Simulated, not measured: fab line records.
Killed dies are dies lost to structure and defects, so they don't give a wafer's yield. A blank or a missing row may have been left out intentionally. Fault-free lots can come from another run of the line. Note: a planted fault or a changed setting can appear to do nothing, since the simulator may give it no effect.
The tool behind it: which one? / flow sky130 / Sampling: 14 lots, 42 wafers, 3 of 708 route steps

== WHAT EACH GAUGE READ, for each wafer ==
SKY_LDD_N_TW_MEAS_17. Usual: LDD_N_TW gives 2570 (standard deviation 21).
lot=L851; measured=day 17 05:07; on=film-metro-01; LDD_N_TW=2556 2576 2585; flag=
lot=L852; measured=day 17 13:29; on=film-metro-01; LDD_N_TW=2580 2583 2567; flag=
lot=L853; measured=day 18 05:26; on=film-metro-01; LDD_N_TW=2678 2665 2674; flag=OFF
lot=L854; measured=day 18 13:25; on=film-metro-04; LDD_N_TW=2594 2595 2618; flag=
lot=L855; measured=day 18 23:16; on=film-metro-02; LDD_N_TW=2537 2546 2529; flag=
lot=L856; measured=day 19 05:32; on=film-metro-01; LDD_N_TW=2579 2585 2580; flag=
lot=L857; measured=day 19 21:14; on=film-metro-02; LDD_N_TW=2637 2647 2635; flag=OFF
lot=L862; measured=day 22 13:23; on=film-metro-01; LDD_N_TW=2561 2559 2559; flag=
lot=L863; measured=day 22 13:59; on=film-metro-04; LDD_N_TW=2618 2627 2621; flag=
lot=L868; measured=day 24 07:10; on=film-metro-01; LDD_N_TW=2552 2568 2545; flag=
lot=L869; measured=day 24 16:59; on=film-metro-01; LDD_N_TW=2557 2553 2564; flag=
lot=L871; measured=day 25 04:02; on=film-metro-01; LDD_N_TW=2571 2563 2581; flag=
lot=L873; measured=day 25 16:39; on=film-metro-01; LDD_N_TW=2559 2567 2559; flag=
lot=L874; measured=day 25 19:41; on=film-metro-02; LDD_N_TW=2542 2537 2553; flag=

== WHICH TOOL RAN EACH LOT (tool, then ch and the chambers of the sampled wafers, then the start) ==
lot=L851; SKY_LDD_N_IMPLANT_09=implanter-03 ch 0, day 17 04:01; SKY_LDD_N_STRIP_16=plasma-asher-01 ch 0,1, day 17 05:01
lot=L852; SKY_LDD_N_IMPLANT_09=implanter-03 ch 0, day 17 12:22; SKY_LDD_N_STRIP_16=plasma-asher-04 ch 0,1, day 17 13:23
lot=L853; SKY_LDD_N_IMPLANT_09=implanter-01 ch 0, day 18 04:00; SKY_LDD_N_STRIP_16=plasma-asher-04 ch 0,1, day 18 05:21
lot=L854; SKY_LDD_N_IMPLANT_09=implanter-04 ch 0, day 18 12:18; SKY_LDD_N_STRIP_16=plasma-asher-01 ch 0,1, day 18 13:20
lot=L855; SKY_LDD_N_IMPLANT_09=implanter-03 ch 0, day 18 22:08; SKY_LDD_N_STRIP_16=plasma-asher-03 ch 1, day 18 23:10
lot=L856; SKY_LDD_N_IMPLANT_09=implanter-04 ch 0, day 19 04:23; SKY_LDD_N_STRIP_16=plasma-asher-04 ch 0,1, day 19 05:26
lot=L857; SKY_LDD_N_IMPLANT_09=implanter-04 ch 0, day 19 19:46; SKY_LDD_N_STRIP_16=plasma-asher-03 ch 0,1, day 19 21:08
lot=L862; SKY_LDD_N_IMPLANT_09=implanter-04 ch 0, day 22 12:15; SKY_LDD_N_STRIP_16=plasma-asher-03 ch 0,1, day 22 13:18
lot=L863; SKY_LDD_N_IMPLANT_09=implanter-01 ch 0, day 22 12:51; SKY_LDD_N_STRIP_16=plasma-asher-04 ch 0, day 22 13:54
lot=L868; SKY_LDD_N_IMPLANT_09=implanter-01 ch 0, day 24 06:01; SKY_LDD_N_STRIP_16=plasma-asher-04 ch 0,1, day 24 07:04
lot=L869; SKY_LDD_N_IMPLANT_09=implanter-04 ch 0, day 24 15:52; SKY_LDD_N_STRIP_16=plasma-asher-03 ch 0,1, day 24 16:53
lot=L871; SKY_LDD_N_IMPLANT_09=implanter-04 ch 0, day 25 02:53; SKY_LDD_N_STRIP_16=plasma-asher-01 ch 0,1, day 25 03:56
lot=L873; SKY_LDD_N_IMPLANT_09=implanter-01 ch 0, day 25 15:31; SKY_LDD_N_STRIP_16=plasma-asher-04 ch 1, day 25 16:32
lot=L874; SKY_LDD_N_IMPLANT_09=implanter-04 ch 0, day 25 18:32; SKY_LDD_N_STRIP_16=plasma-asher-01 ch 0,1, day 25 19:35
- SKY_LDD_N_IMPLANT_09
- SKY_LDD_N_STRIP_16: strips in O2/N2.

== WHAT THE TOOLS THEMSELVES READ (means of the sampled wafers that have a number; where no wafer has one, the mark that the record gives instead) ==
SKY_LDD_N_IMPLANT_09. Usual: end-station-pressure-torr at 5.31e-06 Torr, with a standard deviation of 2.8e-07.
lot=L851; tool=implanter-03; end-station-pressure-torr (Torr)=5.47e-06; flag=
lot=L852; tool=implanter-03; end-station-pressure-torr (Torr)=5.14e-06; flag=
lot=L853; tool=implanter-01; end-station-pressure-torr (Torr)=5.30e-06; flag=
lot=L854; tool=implanter-04; end-station-pressure-torr (Torr)=5.36e-06; flag=
lot=L855; tool=implanter-03; end-station-pressure-torr (Torr)=4.90e-06; flag=
lot=L856; tool=implanter-04; end-station-pressure-torr (Torr)=5.44e-06; flag=
lot=L857; tool=implanter-04; end-station-pressure-torr (Torr)=5.35e-06; flag=
lot=L862; tool=implanter-04; end-station-pressure-torr (Torr)=5.57e-06; flag=
lot=L863; tool=implanter-01; end-station-pressure-torr (Torr)=5.12e-06; flag=
lot=L868; tool=implanter-01; end-station-pressure-torr (Torr)=5.52e-06; flag=
lot=L869; tool=implanter-04; end-station-pressure-torr (Torr)=5.39e-06; flag=
lot=L871; tool=implanter-04; end-station-pressure-torr (Torr)=5.34e-06; flag=
lot=L873; tool=implanter-01; end-station-pressure-torr (Torr)=5.22e-06; flag=
lot=L874; tool=implanter-04; end-station-pressure-torr (Torr)=5.40e-06; flag=

SKY_LDD_N_STRIP_16. Usual: drypump-motor-current-A 6.1 A, standard deviation 0.48; oes-product-au 0.406 a.u., standard deviation 0.0047; strip-time-to-endpoint-s 4.309 s, standard deviation 0.014.
lot=L851; tool=plasma-asher-01; drypump-motor-current-A (A)=5.8; oes-product-au (a.u.)=0.406; strip-time-to-endpoint-s (s)=4.310; flag=
lot=L852; tool=plasma-asher-04; drypump-motor-current-A (A)=5.6; oes-product-au (a.u.)=0.407; strip-time-to-endpoint-s (s)=4.293; flag=
lot=L853; tool=plasma-asher-04; drypump-motor-current-A (A)=5.9; oes-product-au (a.u.)=0.402; strip-time-to-endpoint-s (s)=4.512; flag=OFF
lot=L854; tool=plasma-asher-01; drypump-motor-current-A (A)=5.8; oes-product-au (a.u.)=0.403; strip-time-to-endpoint-s (s)=4.310; flag=
lot=L855; tool=plasma-asher-03; drypump-motor-current-A (A)=6.7; oes-product-au (a.u.)=0.408; strip-time-to-endpoint-s (s)=4.299; flag=
lot=L856; tool=plasma-asher-04; drypump-motor-current-A (A)=5.6; oes-product-au (a.u.)=0.406; strip-time-to-endpoint-s (s)=4.305; flag=
lot=L857; tool=plasma-asher-03; drypump-motor-current-A (A)=6.7; oes-product-au (a.u.)=0.406; strip-time-to-endpoint-s (s)=4.516; flag=OFF
lot=L862; tool=plasma-asher-03; drypump-motor-current-A (A)=6.7; oes-product-au (a.u.)=0.409; strip-time-to-endpoint-s (s)=4.311; flag=
lot=L863; tool=plasma-asher-04; drypump-motor-current-A (A)=6.1; oes-product-au (a.u.)=0.405; strip-time-to-endpoint-s (s)=4.302; flag=
lot=L868; tool=plasma-asher-04; drypump-motor-current-A (A)=5.9; oes-product-au (a.u.)=0.404; strip-time-to-endpoint-s (s)=4.312; flag=
lot=L869; tool=plasma-asher-03; drypump-motor-current-A (A)=6.7; oes-product-au (a.u.)=0.401; strip-time-to-endpoint-s (s)=4.295; flag=
lot=L871; tool=plasma-asher-01; drypump-motor-current-A (A)=5.9; oes-product-au (a.u.)=0.403; strip-time-to-endpoint-s (s)=4.321; flag=
lot=L873; tool=plasma-asher-04; drypump-motor-current-A (A)=5.4; oes-product-au (a.u.)=0.404; strip-time-to-endpoint-s (s)=4.316; flag=
lot=L874; tool=plasma-asher-01; drypump-motor-current-A (A)=5.9; oes-product-au (a.u.)=0.407; strip-time-to-endpoint-s (s)=4.298; flag=

== THE ANSWER, worked out from the rows above alone ==
Rule: lot off if the mean of its wafers having a number is beyond 3 standard deviations from the usual mean. A lot without any number at a reading at which 4 lots or more have one is off too. The other lots that the step has rows for count as sound. After the gauges, taken in route order, come the tools' own readings; for these a lot's mean is taken, as printed above. At the first step where some lot is off, the reading lying furthest off is the one used; lots without a number count as furthest.
Off: L853, L857, seen at SKY_LDD_N_TW_MEAS_17 (LDD_N_TW).
A tool fits if, at a process step before that reading, it ran every lot that is off, and no sound lot after the first of them. Not tried: the gauges at SKY_LDD_N_TW_MEAS_17; whatever is off there is also off at SKY_LDD_N_STRIP_16, on other tools, and gauge error can't account for it. Not one of the candidates tried fits.

== WHAT THE SIMULATOR HAD PUT IN ==
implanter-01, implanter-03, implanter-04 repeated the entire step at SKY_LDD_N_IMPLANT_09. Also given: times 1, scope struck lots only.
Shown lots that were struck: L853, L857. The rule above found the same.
